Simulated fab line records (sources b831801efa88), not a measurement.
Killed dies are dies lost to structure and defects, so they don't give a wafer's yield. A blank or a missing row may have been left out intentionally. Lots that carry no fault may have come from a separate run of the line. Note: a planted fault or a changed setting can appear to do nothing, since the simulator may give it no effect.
Which of the tools did it? | flow sky130 | 36 wafers sampled from 12 lots at 1 step of a route of 708

## WHAT EACH GAUGE READ, for each wafer
SKY_POLY_GATE_CD_MEAS_22.
lot  | measured     | on       | cdNm (nm)
L075 | day 17 05:29 | cdSem-02 | 150 152 146
L077 | day 18 06:47 | cdSem-02 | 152 153 153
L079 | day 18 23:00 | cdSem-01 | 152 152 154
L081 | day 19 10:05 | cdSem-02 | 155 149 156
L083 | day 20 09:44 | cdSem-01 | 145 148 148
L085 | day 20 21:19 | cdSem-02 | 147 148 145
L087 | day 21 02:40 | cdSem-02 | 150 145 152
L089 | day 21 18:26 | cdSem-01 | 146 150 146
L091 | day 22 10:02 | cdSem-01 | 150 150 149
L093 | day 23 01:41 | cdSem-01 | 155 150 152
L095 | day 24 00:43 | cdSem-02 | 151 150 148
L097 | day 24 09:32 | cdSem-02 | 148 146 146

## EACH LOT AND THE TOOL THAT RAN IT (in order: tool; ch and the chambers of the sampled wafers; start)
Record: no process step prior to these readings.

## THE ANSWER, worked out from the rows above alone
Rule: usual is defined by the lots themselves. The widest of any qualifying gaps counts: lots, ordered by their means at a reading, are off when they make up no more than a third of the lots, leave a main group of 4 or more, and stand apart from it by 3 or more times the standard deviation of that group's means. The tables above print the reading to a certain number of digits; a main group whose means all agree to those digits is not used. A lot without any number at a reading at which 4 lots or more have one is off too. The other lots that the step has rows for count as sound.
Nothing can be told from this: no lot is off at any reading shown.

## WHAT WAS PUT IN BY THE SIMULATOR
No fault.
